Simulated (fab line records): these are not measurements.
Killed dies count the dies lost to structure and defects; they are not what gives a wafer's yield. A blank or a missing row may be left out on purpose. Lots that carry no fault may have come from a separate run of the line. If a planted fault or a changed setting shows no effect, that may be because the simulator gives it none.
fab line records ; flow gf180mcu ; part 1 of 2: steps 1 to 38 of 39
record lots=6; wafers=16; last-day=34
route steps=602 shown M4@466 V4@476 MIM@503 PASSIVATION@602
lots untouched by any fault: they come from a run of this same line in which no faults occurred
start-h: the number of hours between the record's first day and the start of the first shown wafer of the lot ; wait-h: hours elapsed since this lot's preceding step ; " identical to the entry in the row above ; L1.1+2: one row covering several wafers at once ; - no value, or no start given ; * or withheld: withheld ; < > ~ a bound
route shown NAME@n: a module of which the file shows steps, and the number in the route of the first ; usual: mean and standard deviation over wafers with no fault ; same: alike in all rows ; chamber/n: place in a boat ; sites: per-site readings ; _std_site: their standard deviation ; _edge_site: mean of outer sites minus mean of inner sites ; radius-mm: how far each site lies from the wafer's centre ; mask NAME#n: copy n ; behind: the most recent tool/chamber to have shaped the wafer ; hold: what put the lot on hold/how long, in hours/how the hold closed ; device: whichever transistor did not switch (one of n, p or np) ; end of line: tests run on the same wafers once the route is complete ; for a step that has no rows: nothing shown but its recipe ; killed: dies that structure and defects cost at the first sort, which is not the same as the wafer's yield ; map: per-die view of a wafer (x killed, . not killed, _ where there is no die)
set.NAME: the run value of the setting; set.NAME@STEP: its run value at that earlier step ; model.NAME: the simulator's own value behind a step, which no gauge read
a table for each step, a row for each wafer; lots at some steps of the route
services: the hour from which a tool's chamber was out of use, counted from the record's first day as start-h (under 0 if before that day), plus the number of hours and why
## steps
# step GF_M4_SOFTBAKE_10
# recipe temp-c=130; time-s=60; resist=KrF
# step GF_M4_EXPOSE_11
# recipe mask-id=Metal4; target-cd-nm=280; na=0.68; source-shape=conventional; sigma-outer=0.6; dose-mj=28
# step GF_M4_PEB_12
# recipe peb-temp-c=135; peb-time-s=90; resist=KrF
# step GF_M4_DEVELOP_13
# recipe develop-time-s=60; dev-temp-c=21
# step GF_M4_CD_MEAS_14
# recipe target-cd-nm=280
# usual cd-nm=279.3/1.1
lot.wafer;tool;chamber;start-h;wait-h;cd-nm
L534.1;cd-sem-01;-;577.91;0.1;278.4
L534.5;cd-sem-01;-;577.91;0.1;277.7
L534.6;cd-sem-01;-;577.91;0.1;277.3
L536.2;cd-sem-02;-;599.88;0.1;279.1
L536.3;cd-sem-02;-;599.88;0.1;278.1
L536.6;cd-sem-02;-;599.88;0.1;279.5
L546.1;cd-sem-02;-;672.21;0.1;280.0
L546.4;cd-sem-02;-;672.21;0.1;279.4
L547.2;cd-sem-01;-;680.43;0.1;278.3
L547.4;cd-sem-01;-;680.43;0.1;278.9
L549.2;cd-sem-02;-;693.17;0.1;278.9
L549.4;cd-sem-02;-;693.17;0.1;279.2
L549.5;cd-sem-02;-;693.17;0.1;278.5
L551.4;cd-sem-01;-;698.06;0.1;278.0
L551.5;cd-sem-01;-;698.06;0.1;280.0
L551.6;cd-sem-01;-;698.06;0.1;279.1
# step GF_M4_OVL_MEAS_15
# usual M4_OVL=1/5.3
lot.wafer;tool;chamber;start-h;wait-h;M4_OVL[nm]
L534.1;overlay-01;-;578.03;0.1;-4
L534.5;overlay-01;-;578.03;0.1;-2
L534.6;overlay-01;-;578.03;0.1;0
L536.2;overlay-01;-;599.98;0.1;-4
L536.3;overlay-01;-;599.98;0.1;0
L536.6;overlay-01;-;599.98;0.1;-9
L546.1;overlay-02;-;672.33;0.1;2
L546.4;overlay-02;-;672.33;0.1;0
L547.2;overlay-02;-;680.53;0.1;0
L547.4;overlay-02;-;680.53;0.1;-1
L549.2;overlay-02;-;693.29;0.1;1
L549.4;overlay-02;-;693.29;0.1;6
L549.5;overlay-02;-;693.29;0.1;5
L551.4;overlay-02;-;698.14;0.1;3
L551.5;overlay-02;-;698.14;0.1;2
L551.6;overlay-02;-;698.14;0.1;7
# step GF_M4_METAL_ETCH_16
# recipe chemistry=Cl2/BCl3; mask-material=KrF; target-depth-nm=750.8; stop-on=SiO2; pressure-mtorr=8; icp-w=800; bias-w=140; Cl2_flow_sccm=80; bcl3-flow-sccm=40; time-s=125.1
# usual drypump-motor-current-A=5.9/0.46; oes-product-au=0.987/0.0064; throttle-valve-pct=28.233/0.011
lot.wafer;tool;chamber;start-h;wait-h;drypump-motor-current-A;oes-product-au;rf-hours-counter-h;throttle-valve-pct
L534.1;rie-metal-04;0;578.07;0.0;5.4;0.977;12;28.255
L534.5;rie-metal-04;0;578.07;0.0;5.4;0.975;-;28.260
L534.6;rie-metal-04;0;578.07;0.0;5.5;0.973;-;28.249
L536.2;rie-metal-04;0;600.05;0.1;5.5;0.982;-;28.246
L536.3;rie-metal-04;0;600.05;0.1;5.5;0.977;-;28.230
L536.6;rie-metal-04;0;600.05;0.1;5.4;0.976;-;28.258
L546.1;rie-metal-03;0;672.36;0.0;6.0;0.984;3;28.220
L546.4;rie-metal-03;0;672.36;0.0;6.0;0.987;-;28.218
L547.2;rie-metal-04;0;680.56;0.0;5.4;0.999;1;28.245
L547.4;rie-metal-04;0;680.56;0.0;5.4;0.989;-;28.224
L549.2;rie-metal-04;0;693.32;0.0;5.4;0.990;1;28.230
L549.4;rie-metal-04;0;693.32;0.0;5.4;0.981;-;28.233
L549.5;rie-metal-04;0;693.32;0.0;5.5;0.988;-;28.227
L551.4;rie-metal-03;0;698.20;0.1;6.0;0.994;-;28.234
L551.5;rie-metal-03;1;698.20;0.1;6.1;0.982;-;28.250
L551.6;rie-metal-03;0;698.20;0.1;6.0;0.982;-;28.223
# step GF_M4_STRIP_17
# recipe chemistry=O2/N2; power-w=1400; pressure-mtorr=1500; platen-temp-c=250; o2-flow-sccm=3000; n2-flow-sccm=300; overash-fraction=0.5
# usual drypump-motor-current-A=5.4/0.56; heater-power-w=337/49; n2-flow-sccm=300.1/1; oes-product-au=0.538/0.0048; platen-temp-c=250.01/0.18; strip-time-to-endpoint-s=7.39/0.047
lot.wafer;tool;chamber;start-h;wait-h;drypump-motor-current-A;heater-power-w;n2-flow-sccm;oes-product-au;platen-temp-c;rf-hours-counter-h;strip-time-to-endpoint-s
L534.1;plasma-asher-03;0;578.32;0.2;5.0;326;299.7;0.543;250.21;16;7.43
L534.5;plasma-asher-03;0;578.32;0.2;5.0;329;299.0;0.541;250.12;-;7.46
L534.6;plasma-asher-03;1;578.32;0.2;5.0;357;299.2;0.536;249.76;-;7.46
L536.2;plasma-asher-03;1;600.27;0.2;5.0;355;301.9;0.540;250.12;18;7.44
L536.3;plasma-asher-03;0;600.27;0.2;5.0;328;298.8;0.540;250.06;-;7.46
L536.6;plasma-asher-03;0;600.27;0.2;5.0;327;300.9;0.533;250.05;-;7.44
L546.1;plasma-asher-03;1;672.49;0.1;5.0;353;299.4;0.534;249.93;27;7.37
L546.4;plasma-asher-03;0;672.49;0.1;5.0;322;299.9;0.543;250.03;-;7.36
L547.2;plasma-asher-04;1;680.69;0.1;4.9;323;303.2;0.535;249.95;107;7.35
L547.4;plasma-asher-04;0;680.69;0.1;6.5;308;300.8;0.537;250.02;-;7.35
L549.2;plasma-asher-01;0;693.45;0.1;5.7;435;301.2;0.546;249.76;90;7.38
L549.4;plasma-asher-01;0;693.45;0.1;5.7;448;299.4;0.532;249.42;-;7.41
L549.5;plasma-asher-01;1;693.45;0.1;5.7;263;299.4;0.534;249.73;-;7.32
L551.4;plasma-asher-01;1;698.32;0.1;5.7;271;301.4;0.541;250.33;-;7.40
L551.5;plasma-asher-01;0;698.32;0.1;5.7;442;298.5;0.541;250.11;-;7.45
L551.6;plasma-asher-01;1;698.32;0.1;5.7;281;301.5;0.543;249.96;-;7.39
# step GF_M4_STRIP_18
# recipe chemistry=post-etch-residue-remover; time-s=1200; temp-c=72.5
# step GF_M4_CLEAN_19
# recipe chemistry=DIW; dry=n2-spin
# step GF_V4_CVD_00
# recipe material=SiO2; target-thk-nm=600; sigma-open-frac=0.3; temp-c=400; time-s=100; sih4-flow-sccm=60; pressure-mtorr=6
# step GF_V4_THK_MEAS_01
# recipe reads=SiO2_of_V4_CVD_00
# usual V4_CVD_00_THK=602/6.1
lot.wafer;tool;chamber;start-h;wait-h;V4_CVD_00_THK[nm]
L534.1;film-metro-02;-;578.93;0.0;604
L534.5;film-metro-02;-;578.93;0.0;601
L534.6;film-metro-02;-;578.93;0.0;603
L536.2;film-metro-01;-;600.89;0.0;602
L536.3;film-metro-01;-;600.89;0.0;604
L536.6;film-metro-01;-;600.89;0.0;605
L546.1;film-metro-03;-;673.10;0.0;595
L546.4;film-metro-03;-;673.10;0.0;593
L547.2;film-metro-01;-;681.31;0.0;599
L547.4;film-metro-01;-;681.31;0.0;601
L549.2;film-metro-01;-;694.10;0.0;594
L549.4;film-metro-01;-;694.10;0.0;589
L549.5;film-metro-01;-;694.10;0.0;600
L551.4;film-metro-03;-;698.96;0.0;607
L551.5;film-metro-03;-;698.96;0.0;610
L551.6;film-metro-03;-;698.96;0.0;614
# step GF_V4_CVD_02
# recipe material=SiO2; target-thk-nm=850; precursor=TEOS; temp-c=400; time-s=94.851; rf-w=600
# usual heater-power-outer-w=413/75; heater-power-w=690/100
lot.wafer;tool;chamber;start-h;wait-h;heater-power-outer-w;heater-power-w;model.SiO2_of_V4_CVD_02.thk-nm
L534.1;pecvd-03;1;578.99;0.1;447;722;832.1
L534.5;pecvd-03;0;578.99;0.1;223;469;843.3
L534.6;pecvd-03;1;578.99;0.1;335;591;850.5
L536.2;pecvd-02;0;600.94;0.0;345;654;851.7
L536.3;pecvd-02;1;600.94;0.0;336;510;847.8
L536.6;pecvd-02;0;600.94;0.0;378;706;870.3
L546.1;pecvd-02;1;673.16;0.1;332;500;511.2
L546.4;pecvd-02;0;673.16;0.1;301;589;515.4
L547.2;pecvd-02;1;681.36;0.0;300;461;844.9
L547.4;pecvd-02;2;681.36;0.0;534;810;518.6
L549.2;pecvd-04;2;694.15;0.0;373;658;841.4
L549.4;pecvd-04;0;694.15;0.0;389;689;853.3
L549.5;pecvd-04;1;694.15;0.0;415;630;849.7
L551.4;pecvd-04;2;699.02;0.1;333;638;848.5
L551.5;pecvd-04;0;699.02;0.1;507;851;849.5
L551.6;pecvd-04;1;699.02;0.1;419;637;851.4
# step GF_V4_THK_MEAS_03
# recipe reads=SiO2_of_V4_CVD_02
# usual V4_CVD_02_THK=849/9.8
lot.wafer;tool;chamber;start-h;wait-h;V4_CVD_02_THK[nm]
L534.1;film-metro-03;-;579.06;0.0;832
L534.5;film-metro-03;-;579.06;0.0;843
L534.6;film-metro-03;-;579.06;0.0;851
L536.2;film-metro-02;-;601.02;0.0;852
L536.3;film-metro-02;-;601.02;0.0;847
L536.6;film-metro-02;-;601.02;0.0;870
L546.1;film-metro-03;-;673.23;0.0;511
L546.4;film-metro-03;-;673.23;0.0;516
L547.2;film-metro-01;-;681.44;0.0;845
L547.4;film-metro-01;-;681.44;0.0;519
L549.2;film-metro-03;-;694.23;0.0;842
L549.4;film-metro-03;-;694.23;0.0;853
L549.5;film-metro-03;-;694.23;0.0;850
L551.4;film-metro-03;-;699.09;0.0;849
L551.5;film-metro-03;-;699.09;0.0;849
L551.6;film-metro-03;-;699.09;0.0;851
# step GF_V4_CMP_04
# recipe material=SiO2; down-force-psi=4; platen-rpm=60; pad-velocity-m-s=0.94248
# usual motor-current-A=11.4/0.99; slurry-flow-ml-min=150.0/0.5; time-to-endpoint-s=80/5.4
lot.wafer;tool;chamber;start-h;wait-h;motor-current-A;slurry-flow-ml-min;time-to-endpoint-s
L534.1;cmp-01;3;579.17;0.1;13.2;149.9;74
L534.6;cmp-01;2;579.17;0.1;12.2;149.5;81
L534.5;cmp-01;3;579.17;0.1;12.5;150.8;79
L536.3;cmp-02;0;601.07;0.0;10.3;150.7;78
L536.2;cmp-02;3;601.07;0.0;10.1;150.0;80
L536.6;cmp-02;1;601.07;0.0;10.7;150.0;84
L546.1;cmp-01;3;673.29;0.1;12.4;150.5;41
L546.4;cmp-01;1;673.29;0.1;12.8;150.2;38
L547.4;cmp-02;0;681.49;0.0;10.5;150.7;39
L547.2;cmp-02;1;681.49;0.0;10.5;150.6;73
L549.4;cmp-02;3;694.55;0.3;10.7;150.1;83
L549.2;cmp-02;1;694.55;0.3;10.7;151.0;80
L549.5;cmp-02;3;694.55;0.3;11.1;149.7;83
L551.4;cmp-01;2;699.22;0.1;13.1;149.7;83
L551.5;cmp-01;0;699.22;0.1;10.8;150.2;86
L551.6;cmp-01;1;699.22;0.1;13.0;149.2;85
# step GF_V4_BOW_MEAS_05
# recipe mode=bow
# usual V4_BOW=135/8
lot.wafer;tool;chamber;start-h;wait-h;V4_BOW[um]
L534.1;film-metro-03;-;579.42;0.2;138
L534.5;film-metro-03;-;579.42;0.2;136
L534.6;film-metro-03;-;579.42;0.2;134
L536.2;film-metro-03;-;601.39;0.1;129
L536.3;film-metro-03;-;601.39;0.1;129
L536.6;film-metro-03;-;601.39;0.1;134
L546.1;film-metro-03;-;673.59;0.2;119
L546.4;film-metro-03;-;673.59;0.2;132
L547.2;film-metro-02;-;681.81;0.2;143
L547.4;film-metro-02;-;681.81;0.2;144
L549.2;film-metro-02;-;694.87;0.2;138
L549.4;film-metro-02;-;694.87;0.2;125
L549.5;film-metro-02;-;694.87;0.2;145
L551.4;film-metro-02;-;699.48;0.2;141
L551.5;film-metro-02;-;699.48;0.2;137
L551.6;film-metro-02;-;699.48;0.2;135
# step GF_V4_DEHYDRATE_06
# recipe temp-c=200; time-s=60
# step GF_V4_HMDS_07
# recipe prime-time-s=60; prime-temp-c=120
# step GF_V4_COAT_08
# recipe resist=BARC; temp-c=withheld; time-s=withheld; spin-rpm=withheld; resist-thk-nm=withheld
# step GF_V4_COAT_09
# recipe resist=KrF; spin-rpm=withheld; resist-thk-nm=1000
# step GF_V4_SOFTBAKE_10
# recipe temp-c=130; time-s=60; resist=KrF
# step GF_V4_EXPOSE_11
# recipe mask-id=Via4; target-cd-nm=260; na=0.68; source-shape=conventional; sigma-outer=0.6; dose-mj=38
# step GF_V4_PEB_12
# recipe peb-temp-c=135; peb-time-s=90; resist=KrF
# step GF_V4_DEVELOP_13
# recipe develop-time-s=60; resist=KrF; dev-temp-c=21
# step GF_V4_CD_MEAS_14
# recipe target-cd-nm=260
# usual cd-nm=260.7/1.3
lot.wafer;tool;chamber;start-h;wait-h;cd-nm
L534.1;cd-sem-02;-;600.56;0.1;261.3
L534.5;cd-sem-02;-;600.56;0.1;261.0
L534.6;cd-sem-02;-;600.56;0.1;259.9
L536.2;cd-sem-02;-;622.26;0.1;260.2
L536.3;cd-sem-02;-;622.26;0.1;260.2
L536.6;cd-sem-02;-;622.26;0.1;260.1
L546.1;cd-sem-01;-;692.22;0.1;259.1
L546.4;cd-sem-01;-;692.22;0.1;258.7
L547.2;cd-sem-02;-;700.89;0.1;260.8
L547.4;cd-sem-02;-;700.89;0.1;259.9
L549.2;cd-sem-02;-;712.95;0.1;261.8
L549.4;cd-sem-02;-;712.95;0.1;262.3
L549.5;cd-sem-02;-;712.95;0.1;260.6
L551.4;cd-sem-02;-;717.87;0.1;262.2
L551.5;cd-sem-02;-;717.87;0.1;262.0
L551.6;cd-sem-02;-;717.87;0.1;263.0
# step GF_V4_OVL_MEAS_15
# usual V4_OVL=-2/4.8
lot.wafer;tool;chamber;start-h;wait-h;V4_OVL[nm]
L534.1;overlay-02;-;600.68;0.1;-7
L534.5;overlay-02;-;600.68;0.1;-5
L534.6;overlay-02;-;600.68;0.1;2
L536.2;overlay-01;-;622.37;0.1;-7
L536.3;overlay-01;-;622.37;0.1;-8
L536.6;overlay-01;-;622.37;0.1;-7
L546.1;overlay-02;-;692.34;0.1;-5
L546.4;overlay-02;-;692.34;0.1;3
L547.2;overlay-02;-;701.00;0.1;-1
L547.4;overlay-02;-;701.00;0.1;0
L549.2;overlay-02;-;713.05;0.1;-4
L549.4;overlay-02;-;713.05;0.1;3
L549.5;overlay-02;-;713.05;0.1;-7
L551.4;overlay-02;-;717.95;0.1;-1
L551.5;overlay-02;-;717.95;0.1;-2
L551.6;overlay-02;-;717.95;0.1;2
# step GF_V4_ETCH_16
# recipe chemistry=N2/H2; target-depth-a=withheld; overetch-a=withheld; time-s=withheld; target=BARC; ion-energy-ev=200; source-w=500; bias-w=100; pressure-mtorr=30; n2-flow-sccm=100; h2-flow-sccm=200
# step GF_V4_ETCH_17
# recipe chemistry=C4F8/O2/Ar; mask-material=KrF; target=SiO2; stop-on=TiN; source-w=1500; bias-w=1200; pressure-mtorr=40; c4f8-flow-sccm=withheld; O2_flow_sccm=6; Ar_flow_sccm=300; time-s=withheld; target-depth-a=6300
# usual oes-product-au=0.856/0.005
lot.wafer;tool;chamber;start-h;wait-h;oes-product-au;model.V4.feature-depth-nm;model.etch.depth-nm
L534.1;rie-diel-01;3;-;-;0.853;633.2;633.2
L534.5;rie-diel-01;1;-;-;0.853;632.9;632.9
L534.6;rie-diel-01;0;-;-;0.858;632.2;632.2
L536.2;rie-diel-01;2;-;-;0.858;633.8;633.8
L536.3;rie-diel-01;1;-;-;0.860;632.5;632.5
L536.6;rie-diel-01;3;-;-;0.856;631.6;631.6
L546.1;rie-diel-02;0;-;-;0.763;511.2;511.2
L546.4;rie-diel-02;2;-;-;0.761;515.4;515.4
L547.2;rie-diel-01;1;-;-;0.868;633.5;633.5
L547.4;rie-diel-01;3;-;-;0.774;518.6;518.6
L549.2;rie-diel-03;2;-;-;0.861;633.8;633.8
L549.4;rie-diel-03;0;-;-;0.855;633.7;633.7
L549.5;rie-diel-03;2;-;-;0.855;633.7;633.7
L551.4;rie-diel-01;2;-;-;0.850;634.1;634.1
L551.5;rie-diel-01;2;-;-;0.853;633.5;633.5
L551.6;rie-diel-01;1;-;-;0.861;632.7;632.7
# step GF_V4_STRIP_18
# recipe chemistry=O2/N2; power-w=1400; pressure-mtorr=1500; platen-temp-c=250; o2-flow-sccm=3000; n2-flow-sccm=300; overash-fraction=0.5
# usual drypump-motor-current-A=5.38/0.28; heater-power-w=355/45; n2-flow-sccm=300.0/0.86; oes-product-au=0.592/0.0047; platen-temp-c=249.99/0.18
lot.wafer;tool;chamber;start-h;wait-h;drypump-motor-current-A;heater-power-w;n2-flow-sccm;oes-product-au;platen-temp-c;rf-hours-counter-h
L534.1;plasma-asher-01;1;600.84;-;5.69;282;299.5;0.599;249.64;85
L534.5;plasma-asher-01;0;600.84;-;5.72;445;299.8;0.595;249.83;-
L534.6;plasma-asher-01;1;600.84;-;5.72;280;298.9;0.595;249.66;-
L536.2;plasma-asher-02;1;622.52;-;5.50;332;298.9;0.594;250.07;51
L536.3;plasma-asher-02;0;622.52;-;5.57;404;300.9;0.592;249.72;-
L536.6;plasma-asher-02;0;622.52;-;5.55;412;300.8;0.592;249.81;-
L546.1;plasma-asher-02;0;692.51;-;5.56;397;300.9;0.594;250.21;61
L546.4;plasma-asher-02;0;692.51;-;5.54;395;299.7;0.585;249.85;-
L547.2;plasma-asher-02;0;701.16;-;5.51;412;301.0;0.600;249.90;62
L547.4;plasma-asher-02;1;701.16;-;5.51;320;301.1;0.590;249.97;-
L549.2;plasma-asher-02;1;713.21;-;5.50;320;301.4;0.591;249.84;63
L549.4;plasma-asher-02;1;713.21;-;5.49;325;301.1;0.593;249.91;-
L549.5;plasma-asher-02;0;713.21;-;5.54;400;299.5;0.592;249.97;-
L551.4;plasma-asher-02;1;718.13;-;5.51;327;301.5;0.595;249.84;-
L551.5;plasma-asher-02;0;718.13;-;5.59;407;299.9;0.593;249.85;-
L551.6;plasma-asher-02;1;718.13;-;5.49;323;302.0;0.596;249.96;-
# step GF_V4_STRIP_19
# recipe chemistry=post-etch-residue-remover; time-s=1200; temp-c=72.5
# step GF_V4_CLEAN_20
# recipe chemistry=DIW; dry=n2-spin
# step GF_V4_SPUTTER_21
# recipe material=Ti; target-thk-nm=15; chamber-pressure-pa=5; power-w=2500; substrate-temp-c=200; time-s=80.02
# usual throttle-valve-pct=30.0/0.92
lot.wafer;tool;chamber;start-h;wait-h;throttle-valve-pct
L534.1;pvd-sputter-04;-;601.38;0.0;28.9
L534.5;pvd-sputter-04;-;601.38;0.0;30.8
L534.6;pvd-sputter-04;-;601.38;0.0;30.0
L536.2;pvd-sputter-03;-;623.10;0.0;30.4
L536.3;pvd-sputter-03;-;623.10;0.0;29.6
L536.6;pvd-sputter-03;-;623.10;0.0;30.7
L546.1;pvd-sputter-03;-;693.05;0.0;29.4
L546.4;pvd-sputter-03;-;693.05;0.0;30.7
L547.2;pvd-sputter-01;-;701.70;0.0;31.5
L547.4;pvd-sputter-01;-;701.70;0.0;28.1
L549.2;pvd-sputter-01;-;713.83;0.0;29.7
L549.4;pvd-sputter-01;-;713.83;0.0;28.0
L549.5;pvd-sputter-01;-;713.83;0.0;30.1
L551.4;pvd-sputter-01;-;718.69;0.0;28.3
L551.5;pvd-sputter-01;-;718.69;0.0;29.8
L551.6;pvd-sputter-01;-;718.69;0.0;27.9
# step GF_V4_SPUTTER_22
# recipe material=TiN; target-thk-nm=10; chamber-pressure-pa=5; power-w=4000; time-s=40
# step GF_V4_CVD_23
# recipe material=W; target-thk-nm=350; time-s=104.9; temp-c=400; pressure-torr=40
# step GF_V4_RS_MEAS_24
# recipe thk-meas-gauge=four-point-probe; reads=W_of_V4_CVD_23+TiN_of_V4_SPUTTER_22+Ti_of_V4_SPUTTER_21
# usual V4_W_RS=0.332/0.0034
lot.wafer;tool;chamber;start-h;wait-h;V4_W_RS[ohm/sq]
L534.1;film-metro-02;-;601.59;0.1;0.330
L534.5;film-metro-02;-;601.59;0.1;0.336
L534.6;film-metro-02;-;601.59;0.1;0.334
L536.2;film-metro-01;-;623.33;0.1;0.333
L536.3;film-metro-01;-;623.33;0.1;0.333
L536.6;film-metro-01;-;623.33;0.1;0.334
L546.1;film-metro-03;-;693.27;0.1;0.329
L546.4;film-metro-03;-;693.27;0.1;0.328
L547.2;film-metro-03;-;701.93;0.1;0.331
L547.4;film-metro-03;-;701.93;0.1;0.338
L549.2;film-metro-03;-;714.06;0.1;0.332
L549.4;film-metro-03;-;714.06;0.1;0.330
L549.5;film-metro-03;-;714.06;0.1;0.332
L551.4;film-metro-03;-;718.96;0.1;0.328
L551.5;film-metro-03;-;718.96;0.1;0.329
L551.6;film-metro-03;-;718.96;0.1;0.328
# step GF_V4_THK_MEAS_25
# recipe thk-meas-gauge=xrf; reads=W_of_V4_CVD_23
# usual V4_W_THK=337/6
lot.wafer;tool;chamber;start-h;wait-h;V4_W_THK[nm]
L534.1;film-metro-02;-;601.71;0.1;338
L534.5;film-metro-02;-;601.71;0.1;333
L534.6;film-metro-02;-;601.71;0.1;334
L536.2;film-metro-01;-;623.44;0.1;329
L536.3;film-metro-01;-;623.44;0.1;328
L536.6;film-metro-01;-;623.44;0.1;328
L546.1;film-metro-03;-;693.39;0.1;343
L546.4;film-metro-03;-;693.39;0.1;343
L547.2;film-metro-03;-;702.04;0.1;343
L547.4;film-metro-03;-;702.04;0.1;334
L549.2;film-metro-03;-;714.17;0.1;343
L549.4;film-metro-03;-;714.17;0.1;345
L549.5;film-metro-03;-;714.17;0.1;343
L551.4;film-metro-03;-;719.05;0.1;345
L551.5;film-metro-03;-;719.05;0.1;345
L551.6;film-metro-03;-;719.05;0.1;346
# step GF_V4_CMP_26
# recipe stop-on=SiO2; down-force-psi=3.5; platen-rpm=60; t-overpolish-s=15; target-thk-nm=0; pad-velocity-m-s=0.94248
# usual motor-current-A=10.6/0.95; overpolish-run-s=15.000/0.0097; slurry-flow-ml-min=149.9/0.44; time-to-endpoint-s=84/3.1
lot.wafer;tool;chamber;start-h;wait-h;motor-current-A;overpolish-run-s;slurry-flow-ml-min;time-to-endpoint-s;model.SiO2_of_V4_CVD_02.thk-nm
L534.1;cmp-01;0;601.92;0.2;9.5;14.994;149.7;88;629.4
L534.6;cmp-01;1;601.92;0.2;11.7;14.999;149.9;83;628.4
L534.5;cmp-01;2;601.92;0.2;12.3;15.002;149.8;86;629.1
L536.2;cmp-01;3;623.49;0.0;11.2;14.991;149.8;88;630
L536.3;cmp-01;1;623.49;0.0;12.0;15.004;149.9;86;628.8
L536.6;cmp-01;3;623.49;0.0;11.4;14.994;149.3;86;627.8
L546.1;cmp-02;2;693.53;0.1;11.1;14.983;149.6;89;507.4
L546.4;cmp-02;1;693.53;0.1;9.6;15.000;149.8;89;511.6
L547.2;cmp-02;1;702.09;0.0;9.9;15.016;149.8;85;629.7
L547.4;cmp-02;0;702.09;0.0;9.5;14.991;150.0;85;514.8
L549.2;cmp-02;1;714.22;0.0;9.0;14.989;149.8;82;630
L549.4;cmp-02;2;714.22;0.0;10.7;14.986;149.6;87;629.9
L549.5;cmp-02;2;714.22;0.0;10.8;15.012;149.9;84;629.9
L551.4;cmp-01;3;719.23;0.2;11.8;14.996;150.0;85;630.3
L551.6;cmp-01;0;719.23;0.2;9.8;15.000;149.4;85;628.9
L551.5;cmp-01;1;719.23;0.2;11.7;14.990;150.7;83;629.7
# step GF_MIM_SPUTTER_00
# recipe material=Ti; target-thk-nm=37.5; arriving-ion-energy-ev=80; substrate-temp-c=200; chamber-pressure-pa=2; power-w=4000; time-s=150
# usual throttle-valve-pct=30.3/1.3
lot.wafer;tool;chamber;start-h;wait-h;throttle-valve-pct
L534.1;pvd-sputter-03;-;602.07;0.1;30.7
L534.5;pvd-sputter-03;-;602.07;0.1;30.9
L534.6;pvd-sputter-03;-;602.07;0.1;29.4
L536.2;pvd-sputter-01;-;623.79;0.2;31.6
L536.3;pvd-sputter-01;-;623.79;0.2;31.1
L536.6;pvd-sputter-01;-;623.79;0.2;31.5
L546.1;pvd-sputter-01;-;693.83;0.2;30.9
L546.4;pvd-sputter-01;-;693.83;0.2;27.8
L547.2;pvd-sputter-02;-;702.39;0.2;28.9
L547.4;pvd-sputter-02;-;702.39;0.2;32.1
L549.2;pvd-sputter-02;-;714.52;0.2;29.0
L549.4;pvd-sputter-02;-;714.52;0.2;31.7
L549.5;pvd-sputter-02;-;714.52;0.2;29.1
L551.4;pvd-sputter-03;-;719.38;0.1;30.0
L551.5;pvd-sputter-03;-;719.38;0.1;30.0
L551.6;pvd-sputter-03;-;719.38;0.1;29.6
## key
first-sign step=GF_V4_THK_MEAS_03; reading=V4_CVD_02_THK; direction=down; sigmas=34; usual=849; struck=515
effect step=GF_V4_CMP_04; reading=time-to-endpoint-s; direction=down; sigmas=7.5; usual=*; struck=*
effect step=GF_V4_ETCH_17; reading=oes-product-au; direction=down; sigmas=18; usual=0.856; struck=0.766
model-effect step=GF_V4_CVD_02; value=SiO2_of_V4_CVD_02.thk-nm; without=846.9; struck=515.1
model-effect step=GF_V4_ETCH_17; value=V4.feature-depth-nm; without=632.3; struck=515.1
model-effect step=GF_V4_CMP_26; value=SiO2_of_V4_CVD_02.thk-nm; without=628.5; struck=511.3
model-effect step=GF_PASSIVATION_PROBE_99; value=etest.tester.sort-n-pass; without=445.7; struck=256.3
met-at GF_V4_CVD_02
struck-wafers L546.1,L546.4,L547.4
onset-between 600.94 673.16
fault kind=process-parameter-drift; tool=pecvd-02; chamber=-; onset-h=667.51; steps=GF_V4_CVD_02; channel=target-thk-nm; offset=-330.98; shape=step; end-h=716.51; scope=struck-wafers-only; acts-in=these-recipes-only; stated=850
